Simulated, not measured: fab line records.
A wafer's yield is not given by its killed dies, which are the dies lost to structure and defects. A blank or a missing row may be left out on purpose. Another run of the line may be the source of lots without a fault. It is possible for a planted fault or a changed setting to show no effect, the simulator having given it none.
One fault seen from 2 desks :: flow gf180mcu :: every desk sees just its own numbers, and what lay behind them comes last

== TOOL OWNER'S DESK, implanter-03 ==
The tool's own readings at GF_NSD_IMPLANT_09, given as means over the sampled wafers that have a number, one for each lot that went through this tool. A lot is out of limits, marked OUT, if its mean lies more than 4 standard deviations from the usual mean; the brackets give that distance.
Columns: A = beam energy keV at GF_NSD_IMPLANT_09, usual 60.001; B = end station pressure torr at GF_NSD_IMPLANT_09, usual 1.42e-05 Torr
lot: L253
first seen here: day 13 16:35
A: 59.993
B: 1.56e-05

lot: L254
first seen here: day 13 23:43
A: 60.001
B: 1.55e-05

lot: L255
first seen here: day 14 09:14
A: 60.005
B: 1.52e-05

lot: L260
first seen here: day 16 02:50
A: 60.007
B: 1.53e-05

lot: L272
first seen here: day 20 04:58
A: 44.727 (-99 or more) OUT
B: 1.44e-05

lot: L273
first seen here: day 20 12:54
A: 44.733 (-99 or more) OUT
B: 1.57e-05

lot: L274
first seen here: day 20 20:50
A: 44.746 (-99 or more) OUT
B: 1.55e-05
This desk finds L272, L273, L274 out of limits, L272 being first, at day 20 04:58 (beam energy keV at GF_NSD_IMPLANT_09). L253, L254, L255, L260: within limits.

== METROLOGY DESK ==
Lot by lot, what the gauges showed, no matter which tool ran the lot: averages of those sampled wafers that carry a number. A lot is out of limits, marked OUT, if its mean lies more than 4 standard deviations from the usual mean; the brackets give that distance.
Columns: A = cd nm at GF_NSD_CD_MEAS_07, usual 399.3 nm; B = NSD_TW at GF_NSD_TW_MEAS_12, usual 4227; C = NSD_RS at GF_PSD_RS_MEAS_14, usual 46.15 ohm/sq
lot: L253
first seen here: day 13 16:26
A: 399.3
B: 4222
C: 46.14

lot: L254
first seen here: day 13 23:33
A: 398.8
B: 4316
C: 46.24

lot: L255
first seen here: day 14 09:04
A: 398.7
B: 4239
C: 46.12

lot: L256
first seen here: day 14 15:47
A: 396.8
B: 4222
C: 46.13

lot: L258
first seen here: day 15 07:35
A: 399.4
B: 4272
C: 46.10

lot: L260
first seen here: day 16 02:41
A: 399.6
B: 4228
C: 46.15

lot: L266
first seen here: day 18 06:46
A: 401.9
B: 4181
C: 46.14

lot: L272
first seen here: day 20 04:48
A: 399.8
B: 4030 (-4.1) OUT
C: 50.40 (+53) OUT

lot: L273
first seen here: day 20 12:44
A: 395.2
B: 4043
C: 50.49 (+54) OUT

lot: L274
first seen here: day 20 20:41
A: 399.8
B: 3930 (-6.2) OUT
C: 50.39 (+53) OUT

lot: L275
first seen here: day 21 08:10
A: 398.5
B: 4163
C: 46.15
This desk finds L272, L273, L274 out of limits, with the earliest case on L272 at day 20 05:20 (NSD_TW at GF_NSD_TW_MEAS_12). L253, L254, L255, L256, L258, L260, L266, L275: within limits.

== BROUGHT TOGETHER ==
An alarm could have come from the tool owner's desk at day 20 04:58, on L272, L273, L274.
Metrology desk: alarm possible at day 20 05:20 on L272, L273, L274.
Of the lots named, all ran GF_NSD_IMPLANT_09 on implanter-03.

== WHAT WAS PUT IN BY THE SIMULATOR ==
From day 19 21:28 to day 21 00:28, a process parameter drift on implanter-03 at GF_NSD_IMPLANT_09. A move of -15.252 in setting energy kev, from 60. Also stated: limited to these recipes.
Struck lots among those shown: L272, L273, L274.
Hours from the fault's start to each desk's first reading out of limits: the tool owner's desk, 7; the metrology desk, 8.
